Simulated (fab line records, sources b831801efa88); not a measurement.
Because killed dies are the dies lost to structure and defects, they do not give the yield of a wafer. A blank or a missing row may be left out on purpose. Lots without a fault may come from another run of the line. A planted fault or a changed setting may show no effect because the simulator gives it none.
fab line records :: flow gf180mcu :: part 2 of 2: steps 26 to 34 of 34
record:
  lots: 5
  wafers: 15
  last-day: 34
route steps=602 shown SAB@273 SALICIDE@278 CONTACT@287
lots that met no fault: taken from a fault-free run of the same line
start-h: start of the lot's first displayed wafer, in hours after the record's first day :: wait-h: hours from the lot's prior step to this one :: " unchanged from the row above :: L1.1+2: a single row standing in for several wafers :: - no value, or no start given :: * or withheld: withheld :: < > ~ a bound
route shown NAME@n: a module of which the file shows steps, and the number in the route of the first :: usual: average and standard deviation across the fault-free wafers :: same: alike in all rows :: chamber/n: place in a boat :: sites: the reading at each site :: _std_site: the standard deviation of these :: _edge_site: the outer-site mean with the inner-site mean subtracted :: radius-mm: for every site, how far away it sits from the centre of the wafer :: mask NAME#n: copy n :: behind: the last tool/chamber to shape the wafer :: hold: the reason the lot was held/the length of the hold in hours/how it ended :: device: transistor that didn't switch, given as n, p or np :: end of line: the route-end tests of the same wafers :: a step given without rows: its recipe and nothing more :: killed: dies that structure and defects cost at the first sort, which is not the same as the wafer's yield :: map: a wafer's dies, x killed, . not, _ none there
set.NAME: setting as actually run; set.NAME@STEP: the setting as run at that earlier step :: model.NAME: the simulator's own value behind a step, which no gauge read
lots seen at some steps along the route; tables by step, rows by wafer
services: a tool's chamber out of use, with start hour (start-h, from the record's first day; less than 0 if before it), hours out, and reason
== steps ==
step: GF_CONTACT_EXPOSE_11
recipe:
  mask-id: Contact
  target-cd-nm: 220
  na: 0.68
  source-shape: conventional
  sigma-outer: 0.6
  dose-mj: 38
usual:
  reticle-temp-C: 23.00/0.12
lot.wafer: L084.1
tool: krf-scanner-02
chamber: 0
start-h: -
wait-h: -
mask: Contact#0
reticle-temp-C: 23.06

lot.wafer: L084.5
tool: krf-scanner-02
chamber: 0
start-h: -
wait-h: -
mask: Contact#0
reticle-temp-C: 23.20

lot.wafer: L084.6
tool: krf-scanner-02
chamber: 0
start-h: -
wait-h: -
mask: Contact#0
reticle-temp-C: 23.13

lot.wafer: L086.3
tool: krf-scanner-02
chamber: 0
start-h: -
wait-h: -
mask: Contact#0
reticle-temp-C: 22.93

lot.wafer: L086.4
tool: krf-scanner-02
chamber: 0
start-h: -
wait-h: -
mask: Contact#0
reticle-temp-C: 23.27

lot.wafer: L086.6
tool: krf-scanner-02
chamber: 0
start-h: -
wait-h: -
mask: Contact#0
reticle-temp-C: 23.17

lot.wafer: L087.1
tool: krf-scanner-02
chamber: 0
start-h: -
wait-h: -
mask: Contact#0
reticle-temp-C: 23.09

lot.wafer: L087.4
tool: krf-scanner-02
chamber: 0
start-h: -
wait-h: -
mask: Contact#0
reticle-temp-C: 23.00

lot.wafer: L087.6
tool: krf-scanner-02
chamber: 0
start-h: -
wait-h: -
mask: Contact#0
reticle-temp-C: 23.20

lot.wafer: L090.3
tool: krf-scanner-01
chamber: 0
start-h: -
wait-h: -
mask: Contact#0
reticle-temp-C: 22.80

lot.wafer: L090.4
tool: krf-scanner-01
chamber: 0
start-h: -
wait-h: -
mask: Contact#0
reticle-temp-C: 22.73

lot.wafer: L090.5
tool: krf-scanner-01
chamber: 0
start-h: -
wait-h: -
mask: Contact#0
reticle-temp-C: 22.83

lot.wafer: L096.3
tool: krf-scanner-01
chamber: 0
start-h: -
wait-h: -
mask: Contact#0
reticle-temp-C: 22.92

lot.wafer: L096.4
tool: krf-scanner-01
chamber: 0
start-h: -
wait-h: -
mask: Contact#0
reticle-temp-C: 22.96

lot.wafer: L096.5
tool: krf-scanner-01
chamber: 0
start-h: -
wait-h: -
mask: Contact#0
reticle-temp-C: 23.01
step: GF_CONTACT_PEB_12
recipe:
  peb-temp-c: 135
  peb-time-s: 90
  resist: KrF
usual:
  chill-plate-temp-C: 23.03/0.099
  exhaust-pa: 45.0/0.9
lot.wafer: L084.1
tool: litho-track-03
chamber: 0
start-h: -
wait-h: -
chill-plate-temp-C: 23.02
exhaust-pa: 43.8

lot.wafer: L084.5
tool: litho-track-03
chamber: 0
start-h: -
wait-h: -
chill-plate-temp-C: 23.06
exhaust-pa: 45.8

lot.wafer: L084.6
tool: litho-track-03
chamber: 0
start-h: -
wait-h: -
chill-plate-temp-C: 22.98
exhaust-pa: 46.0

lot.wafer: L086.3
tool: litho-track-03
chamber: 0
start-h: -
wait-h: -
chill-plate-temp-C: 23.03
exhaust-pa: 44.2

lot.wafer: L086.4
tool: litho-track-03
chamber: 0
start-h: -
wait-h: -
chill-plate-temp-C: 22.88
exhaust-pa: 45.5

lot.wafer: L086.6
tool: litho-track-03
chamber: 0
start-h: -
wait-h: -
chill-plate-temp-C: 23.12
exhaust-pa: 44.2

lot.wafer: L087.1
tool: litho-track-01
chamber: 0
start-h: -
wait-h: -
chill-plate-temp-C: 23.01
exhaust-pa: 45.8

lot.wafer: L087.4
tool: litho-track-01
chamber: 0
start-h: -
wait-h: -
chill-plate-temp-C: 22.91
exhaust-pa: 45.6

lot.wafer: L087.6
tool: litho-track-01
chamber: 0
start-h: -
wait-h: -
chill-plate-temp-C: 23.03
exhaust-pa: 45.5

lot.wafer: L090.3
tool: litho-track-02
chamber: 0
start-h: -
wait-h: -
chill-plate-temp-C: 23.01
exhaust-pa: 45.9

lot.wafer: L090.4
tool: litho-track-02
chamber: 0
start-h: -
wait-h: -
chill-plate-temp-C: 23.05
exhaust-pa: 45.1

lot.wafer: L090.5
tool: litho-track-02
chamber: 0
start-h: -
wait-h: -
chill-plate-temp-C: 23.21
exhaust-pa: 45.6

lot.wafer: L096.3
tool: litho-track-02
chamber: 0
start-h: -
wait-h: -
chill-plate-temp-C: 23.00
exhaust-pa: 45.2

lot.wafer: L096.4
tool: litho-track-02
chamber: 0
start-h: -
wait-h: -
chill-plate-temp-C: 22.98
exhaust-pa: 43.6

lot.wafer: L096.5
tool: litho-track-02
chamber: 0
start-h: -
wait-h: -
chill-plate-temp-C: 23.09
exhaust-pa: 44.6
step: GF_CONTACT_DEVELOP_13
recipe:
  develop-time-s: 60
  resist: KrF
  dev-temp-c: 21
usual:
  chill-plate-temp-C: 23.02/0.11
  exhaust-pa: 44.7/0.89
lot.wafer: L084.1
tool: litho-track-03
chamber: 0
start-h: 449.89
wait-h: 0.2
chill-plate-temp-C: 22.86
exhaust-pa: 44.3

lot.wafer: L084.5
tool: litho-track-03
chamber: 0
start-h: 449.89
wait-h: 0.2
chill-plate-temp-C: 22.94
exhaust-pa: 45.7

lot.wafer: L084.6
tool: litho-track-03
chamber: 0
start-h: 449.89
wait-h: 0.2
chill-plate-temp-C: 22.89
exhaust-pa: 45.3

lot.wafer: L086.3
tool: litho-track-03
chamber: 0
start-h: 467.04
wait-h: 0.1
chill-plate-temp-C: 23.21
exhaust-pa: 43.4

lot.wafer: L086.4
tool: litho-track-03
chamber: 0
start-h: 467.04
wait-h: 0.1
chill-plate-temp-C: 23.07
exhaust-pa: 44.1

lot.wafer: L086.6
tool: litho-track-03
chamber: 0
start-h: 467.04
wait-h: 0.1
chill-plate-temp-C: 23.23
exhaust-pa: 45.5

lot.wafer: L087.1
tool: litho-track-01
chamber: 0
start-h: 483.65
wait-h: 0.2
chill-plate-temp-C: 22.95
exhaust-pa: 45.4

lot.wafer: L087.4
tool: litho-track-01
chamber: 0
start-h: 483.65
wait-h: 0.2
chill-plate-temp-C: 23.15
exhaust-pa: 45.6

lot.wafer: L087.6
tool: litho-track-01
chamber: 0
start-h: 483.65
wait-h: 0.2
chill-plate-temp-C: 22.97
exhaust-pa: 43.3

lot.wafer: L090.3
tool: litho-track-02
chamber: 0
start-h: 496.51
wait-h: 0.1
chill-plate-temp-C: 23.04
exhaust-pa: 45.7

lot.wafer: L090.4
tool: litho-track-02
chamber: 0
start-h: 496.51
wait-h: 0.1
chill-plate-temp-C: 22.96
exhaust-pa: 44.7

lot.wafer: L090.5
tool: litho-track-02
chamber: 0
start-h: 496.51
wait-h: 0.1
chill-plate-temp-C: 23.09
exhaust-pa: 46.1

lot.wafer: L096.3
tool: litho-track-02
chamber: 0
start-h: 553.91
wait-h: 0.1
chill-plate-temp-C: 23.01
exhaust-pa: 45.3

lot.wafer: L096.4
tool: litho-track-02
chamber: 0
start-h: 553.91
wait-h: 0.1
chill-plate-temp-C: 22.97
exhaust-pa: 43.5

lot.wafer: L096.5
tool: litho-track-02
chamber: 0
start-h: 553.91
wait-h: 0.1
chill-plate-temp-C: 22.97
exhaust-pa: 46.0
step: GF_CONTACT_CD_MEAS_14
recipe:
  target-cd-nm: 220
usual:
  cd-nm: 220.0/1.5
lot.wafer: L084.1
tool: cd-sem-02
chamber: -
start-h: 450.04
wait-h: 0.1
cd-nm: 221.5

lot.wafer: L084.5
tool: cd-sem-02
chamber: -
start-h: 450.04
wait-h: 0.1
cd-nm: 220.4

lot.wafer: L084.6
tool: cd-sem-02
chamber: -
start-h: 450.04
wait-h: 0.1
cd-nm: 221.3

lot.wafer: L086.3
tool: cd-sem-02
chamber: -
start-h: 467.18
wait-h: 0.1
cd-nm: 220.1

lot.wafer: L086.4
tool: cd-sem-02
chamber: -
start-h: 467.18
wait-h: 0.1
cd-nm: 218.2

lot.wafer: L086.6
tool: cd-sem-02
chamber: -
start-h: 467.18
wait-h: 0.1
cd-nm: 218.3

lot.wafer: L087.1
tool: cd-sem-02
chamber: -
start-h: 483.80
wait-h: 0.1
cd-nm: 219.1

lot.wafer: L087.4
tool: cd-sem-02
chamber: -
start-h: 483.80
wait-h: 0.1
cd-nm: 218.3

lot.wafer: L087.6
tool: cd-sem-02
chamber: -
start-h: 483.80
wait-h: 0.1
cd-nm: 219.6

lot.wafer: L090.3
tool: cd-sem-01
chamber: -
start-h: 496.65
wait-h: 0.1
cd-nm: 219.5

lot.wafer: L090.4
tool: cd-sem-01
chamber: -
start-h: 496.65
wait-h: 0.1
cd-nm: 219.4

lot.wafer: L090.5
tool: cd-sem-01
chamber: -
start-h: 496.65
wait-h: 0.1
cd-nm: 219.6

lot.wafer: L096.3
tool: cd-sem-01
chamber: -
start-h: 554.05
wait-h: 0.1
cd-nm: 220.3

lot.wafer: L096.4
tool: cd-sem-01
chamber: -
start-h: 554.05
wait-h: 0.1
cd-nm: 220.8

lot.wafer: L096.5
tool: cd-sem-01
chamber: -
start-h: 554.05
wait-h: 0.1
cd-nm: 220.7
step: GF_CONTACT_OVL_MEAS_15
usual:
  CONTACT_OVL: 4/4.8
lot.wafer: L084.1
tool: overlay-01
chamber: -
start-h: 450.16
wait-h: 0.1
CONTACT_OVL[nm]: -3

lot.wafer: L084.5
tool: overlay-01
chamber: -
start-h: 450.16
wait-h: 0.1
CONTACT_OVL[nm]: 1

lot.wafer: L084.6
tool: overlay-01
chamber: -
start-h: 450.16
wait-h: 0.1
CONTACT_OVL[nm]: 3

lot.wafer: L086.3
tool: overlay-02
chamber: -
start-h: 467.27
wait-h: 0.1
CONTACT_OVL[nm]: 2

lot.wafer: L086.4
tool: overlay-02
chamber: -
start-h: 467.27
wait-h: 0.1
CONTACT_OVL[nm]: 13

lot.wafer: L086.6
tool: overlay-02
chamber: -
start-h: 467.27
wait-h: 0.1
CONTACT_OVL[nm]: 8

lot.wafer: L087.1
tool: overlay-02
chamber: -
start-h: 483.92
wait-h: 0.1
CONTACT_OVL[nm]: 0

lot.wafer: L087.4
tool: overlay-02
chamber: -
start-h: 483.92
wait-h: 0.1
CONTACT_OVL[nm]: -1

lot.wafer: L087.6
tool: overlay-02
chamber: -
start-h: 483.92
wait-h: 0.1
CONTACT_OVL[nm]: 1

lot.wafer: L090.3
tool: overlay-02
chamber: -
start-h: 496.74
wait-h: 0.1
CONTACT_OVL[nm]: 7

lot.wafer: L090.4
tool: overlay-02
chamber: -
start-h: 496.74
wait-h: 0.1
CONTACT_OVL[nm]: 4

lot.wafer: L090.5
tool: overlay-02
chamber: -
start-h: 496.74
wait-h: 0.1
CONTACT_OVL[nm]: 7

lot.wafer: L096.3
tool: overlay-02
chamber: -
start-h: 554.14
wait-h: 0.1
CONTACT_OVL[nm]: 9

lot.wafer: L096.4
tool: overlay-02
chamber: -
start-h: 554.14
wait-h: 0.1
CONTACT_OVL[nm]: 10

lot.wafer: L096.5
tool: overlay-02
chamber: -
start-h: 554.14
wait-h: 0.1
CONTACT_OVL[nm]: 7
step: GF_CONTACT_ETCH_16
recipe:
  chemistry: N2/H2
  target-depth-a: withheld
  overetch-a: withheld
  time-s: withheld
  target: BARC
  ion-energy-ev: 200
  source-w: 500
  bias-w: 100
  pressure-mtorr: 30
  n2-flow-sccm: 100
  h2-flow-sccm: 200
usual:
  drypump-motor-current-A: 5.8/0.46
  oes-product-au: 0.855/0.0044
  throttle-valve-pct: 13.225/0.0085
lot.wafer: L084.1
tool: rie-diel-03
chamber: 3
start-h: 450.20
wait-h: 0.0
drypump-motor-current-A: 6.0
oes-product-au: 0.853
throttle-valve-pct: 13.216

lot.wafer: L084.5
tool: rie-diel-03
chamber: 3
start-h: 450.20
wait-h: 0.0
drypump-motor-current-A: 5.9
oes-product-au: 0.856
throttle-valve-pct: 13.221

lot.wafer: L084.6
tool: rie-diel-03
chamber: 0
start-h: 450.20
wait-h: 0.0
drypump-motor-current-A: 6.0
oes-product-au: 0.856
throttle-valve-pct: 13.220

lot.wafer: L086.3
tool: rie-diel-01
chamber: 3
start-h: 467.30
wait-h: 0.0
drypump-motor-current-A: 6.4
oes-product-au: 0.854
throttle-valve-pct: 13.228

lot.wafer: L086.4
tool: rie-diel-01
chamber: 0
start-h: 467.30
wait-h: 0.0
drypump-motor-current-A: 5.2
oes-product-au: 0.855
throttle-valve-pct: 13.214

lot.wafer: L086.6
tool: rie-diel-01
chamber: 3
start-h: 467.30
wait-h: 0.0
drypump-motor-current-A: 6.4
oes-product-au: 0.858
throttle-valve-pct: 13.225

lot.wafer: L087.1
tool: rie-diel-02
chamber: 0
start-h: 483.96
wait-h: 0.0
drypump-motor-current-A: 6.2
oes-product-au: 0.861
throttle-valve-pct: 13.241

lot.wafer: L087.4
tool: rie-diel-02
chamber: 2
start-h: 483.96
wait-h: 0.0
drypump-motor-current-A: 5.9
oes-product-au: 0.857
throttle-valve-pct: 13.218

lot.wafer: L087.6
tool: rie-diel-02
chamber: 2
start-h: 483.96
wait-h: 0.0
drypump-motor-current-A: 5.9
oes-product-au: 0.856
throttle-valve-pct: 13.238

lot.wafer: L090.3
tool: rie-diel-03
chamber: 3
start-h: 496.76
wait-h: 0.0
drypump-motor-current-A: 6.0
oes-product-au: 0.863
throttle-valve-pct: 13.252

lot.wafer: L090.4
tool: rie-diel-03
chamber: 1
start-h: 496.76
wait-h: 0.0
drypump-motor-current-A: 6.0
oes-product-au: 0.853
throttle-valve-pct: 13.211

lot.wafer: L090.5
tool: rie-diel-03
chamber: 3
start-h: 496.76
wait-h: 0.0
drypump-motor-current-A: 5.9
oes-product-au: 0.851
throttle-valve-pct: 13.220

lot.wafer: L096.3
tool: rie-diel-03
chamber: 0
start-h: 554.16
wait-h: 0.0
drypump-motor-current-A: 6.0
oes-product-au: 0.860
throttle-valve-pct: 13.234

lot.wafer: L096.4
tool: rie-diel-03
chamber: 0
start-h: 554.16
wait-h: 0.0
drypump-motor-current-A: 6.0
oes-product-au: 0.856
throttle-valve-pct: 13.228

lot.wafer: L096.5
tool: rie-diel-03
chamber: 1
start-h: 554.16
wait-h: 0.0
drypump-motor-current-A: 6.0
oes-product-au: 0.851
throttle-valve-pct: 13.219
step: GF_CONTACT_ETCH_17
recipe:
  chemistry: C4F8/O2/Ar
  mask-material: KrF
  target: SiO2
  stop-on: CoSi2
  source-w: 1500
  bias-w: 1200
  pressure-mtorr: 40
  c4f8-flow-sccm: withheld
  O2_flow_sccm: 6
  Ar_flow_sccm: 300
  time-s: withheld
  target-depth-a: 8600
usual:
  oes-product-au: 0.816/0.0049
lot.wafer: L084.1
tool: rie-diel-03
chamber: 3
start-h: -
wait-h: -
oes-product-au: 0.816

lot.wafer: L084.5
tool: rie-diel-03
chamber: 3
start-h: -
wait-h: -
oes-product-au: 0.818

lot.wafer: L084.6
tool: rie-diel-03
chamber: 0
start-h: -
wait-h: -
oes-product-au: 0.822

lot.wafer: L086.3
tool: rie-diel-01
chamber: 3
start-h: -
wait-h: -
oes-product-au: 0.822

lot.wafer: L086.4
tool: rie-diel-01
chamber: 0
start-h: -
wait-h: -
oes-product-au: 0.825

lot.wafer: L086.6
tool: rie-diel-01
chamber: 3
start-h: -
wait-h: -
oes-product-au: 0.808

lot.wafer: L087.1
tool: rie-diel-02
chamber: 0
start-h: -
wait-h: -
oes-product-au: 0.815

lot.wafer: L087.4
tool: rie-diel-02
chamber: 2
start-h: -
wait-h: -
oes-product-au: 0.815

lot.wafer: L087.6
tool: rie-diel-02
chamber: 2
start-h: -
wait-h: -
oes-product-au: 0.813

lot.wafer: L090.3
tool: rie-diel-03
chamber: 3
start-h: -
wait-h: -
oes-product-au: 0.817

lot.wafer: L090.4
tool: rie-diel-03
chamber: 1
start-h: -
wait-h: -
oes-product-au: 0.806

lot.wafer: L090.5
tool: rie-diel-03
chamber: 3
start-h: -
wait-h: -
oes-product-au: 0.819

lot.wafer: L096.3
tool: rie-diel-03
chamber: 0
start-h: -
wait-h: -
oes-product-au: 0.816

lot.wafer: L096.4
tool: rie-diel-03
chamber: 0
start-h: -
wait-h: -
oes-product-au: 0.818

lot.wafer: L096.5
tool: rie-diel-03
chamber: 1
start-h: -
wait-h: -
oes-product-au: 0.822
step: GF_CONTACT_STRIP_18
recipe:
  chemistry: O2/N2
  power-w: 1400
  pressure-mtorr: 1500
  platen-temp-c: 250
  o2-flow-sccm: 3000
  n2-flow-sccm: 300
  overash-fraction: 0.5
usual:
  drypump-motor-current-A: 6.1/0.39
  heater-power-w: 335/34
  oes-product-au: 0.579/0.0053
lot.wafer: L084.1
tool: plasma-asher-02
chamber: 0
start-h: 450.36
wait-h: -
drypump-motor-current-A: 6.5
heater-power-w: 391
oes-product-au: 0.575
rf-hours-counter-h: 35

lot.wafer: L084.5
tool: plasma-asher-02
chamber: 1
start-h: 450.36
wait-h: -
drypump-motor-current-A: 5.5
heater-power-w: 286
oes-product-au: 0.587
rf-hours-counter-h: -

lot.wafer: L084.6
tool: plasma-asher-02
chamber: 0
start-h: 450.36
wait-h: -
drypump-motor-current-A: 6.5
heater-power-w: 398
oes-product-au: 0.588
rf-hours-counter-h: -

lot.wafer: L086.3
tool: plasma-asher-02
chamber: 0
start-h: 467.49
wait-h: -
drypump-motor-current-A: 6.6
heater-power-w: 383
oes-product-au: 0.579
rf-hours-counter-h: -

lot.wafer: L086.4
tool: plasma-asher-02
chamber: 1
start-h: 467.49
wait-h: -
drypump-motor-current-A: 5.5
heater-power-w: 296
oes-product-au: 0.578
rf-hours-counter-h: -

lot.wafer: L086.6
tool: plasma-asher-02
chamber: 0
start-h: 467.49
wait-h: -
drypump-motor-current-A: 6.6
heater-power-w: 377
oes-product-au: 0.567
rf-hours-counter-h: -

lot.wafer: L087.1
tool: plasma-asher-03
chamber: 0
start-h: 484.12
wait-h: -
drypump-motor-current-A: 6.4
heater-power-w: 341
oes-product-au: 0.584
rf-hours-counter-h: 82

lot.wafer: L087.4
tool: plasma-asher-03
chamber: 1
start-h: 484.12
wait-h: -
drypump-motor-current-A: 5.7
heater-power-w: 367
oes-product-au: 0.570
rf-hours-counter-h: -

lot.wafer: L087.6
tool: plasma-asher-03
chamber: 1
start-h: 484.12
wait-h: -
drypump-motor-current-A: 5.7
heater-power-w: 352
oes-product-au: 0.583
rf-hours-counter-h: -

lot.wafer: L090.3
tool: plasma-asher-03
chamber: 1
start-h: 496.96
wait-h: -
drypump-motor-current-A: 5.6
heater-power-w: 363
oes-product-au: 0.575
rf-hours-counter-h: -

lot.wafer: L090.4
tool: plasma-asher-03
chamber: 0
start-h: 496.96
wait-h: -
drypump-motor-current-A: 6.4
heater-power-w: 342
oes-product-au: 0.573
rf-hours-counter-h: -

lot.wafer: L090.5
tool: plasma-asher-03
chamber: 0
start-h: 496.96
wait-h: -
drypump-motor-current-A: 6.4
heater-power-w: 346
oes-product-au: 0.576
rf-hours-counter-h: -

lot.wafer: L096.3
tool: plasma-asher-01
chamber: 1
start-h: 554.36
wait-h: -
drypump-motor-current-A: 6.1
heater-power-w: 330
oes-product-au: 0.583
rf-hours-counter-h: -

lot.wafer: L096.4
tool: plasma-asher-01
chamber: 0
start-h: 554.36
wait-h: -
drypump-motor-current-A: 6.4
heater-power-w: 294
oes-product-au: 0.576
rf-hours-counter-h: -

lot.wafer: L096.5
tool: plasma-asher-01
chamber: 1
start-h: 554.36
wait-h: -
drypump-motor-current-A: 6.1
heater-power-w: 326
oes-product-au: 0.571
rf-hours-counter-h: -
step: GF_CONTACT_CLEAN_19
recipe:
  chemistry: SPM
lot.wafer: L084.1+5+6
tool: wet-bench-03
chamber: 3
start-h: 450.46
wait-h: 0.1

lot.wafer: L086.3+4+6
tool: wet-bench-03
chamber: 1
start-h: 467.56
wait-h: 0.0

lot.wafer: L087.1+4+6
tool: wet-bench-03
chamber: 2
start-h: 484.22
wait-h: 0.1

lot.wafer: L090.3+4+5
tool: wet-bench-01
chamber: 1
start-h: 497.02
wait-h: 0.0

lot.wafer: L096.3+4+5
tool: wet-bench-02
chamber: 3
start-h: 554.42
wait-h: 0.0
== services ==
tool: cmp-02
chamber: -
start-h: 401.90
hours: 7.8
kind: pm

tool: hdpcvd-02
chamber: -
start-h: 408.16
hours: 6.6
kind: repair

tool: rie-diel-03
chamber: 0
start-h: 408.23
hours: 3.8
kind: repair

tool: cmp-02
chamber: -
start-h: 409.66
hours: 4.0
kind: pm

tool: rie-diel-03
chamber: 3
start-h: 419.99
hours: 9.7
kind: repair

tool: plasma-asher-01
chamber: -
start-h: 421.25
hours: 9.0
kind: pm

tool: krf-scanner-02
chamber: -
start-h: 430.24
hours: 1.0
kind: pm

tool: wet-bench-02
chamber: -
start-h: 444.97
hours: 8.7
kind: repair

tool: hdpcvd-01
chamber: 1
start-h: 451.45
hours: 16.7
kind: repair

tool: krf-scanner-02
chamber: -
start-h: 451.71
hours: 0.6
kind: repair

tool: wet-bench-02
chamber: -
start-h: 463.02
hours: 9.4
kind: repair

tool: krf-scanner-02
chamber: -
start-h: 467.46
hours: 1.3
kind: pm

tool: rie-diel-03
chamber: 1
start-h: 471.83
hours: 4.7
kind: repair

tool: cmp-02
chamber: -
start-h: 500.61
hours: 1.5
kind: repair

tool: cmp-02
chamber: -
start-h: 502.16
hours: 1.2
kind: repair

tool: rtp-anneal-02
chamber: -
start-h: 503.02
hours: 0.9
kind: pm

tool: krf-scanner-02
chamber: -
start-h: 510.88
hours: 0.8
kind: pm

tool: hdpcvd-01
chamber: 0
start-h: 511.74
hours: 28.2
kind: repair

tool: rie-diel-02
chamber: 0
start-h: 519.91
hours: 15.6
kind: repair

tool: rie-diel-03
chamber: 3
start-h: 521.76
hours: 8.0
kind: repair

tool: plasma-asher-01
chamber: -
start-h: 526.39
hours: 1.4
kind: repair

tool: rie-diel-02
chamber: -
start-h: 526.56
hours: 2.8
kind: pm

tool: krf-scanner-02
chamber: -
start-h: 530.32
hours: 3.6
kind: pm

tool: hdpcvd-01
chamber: 2
start-h: 533.85
hours: 3.1
kind: repair
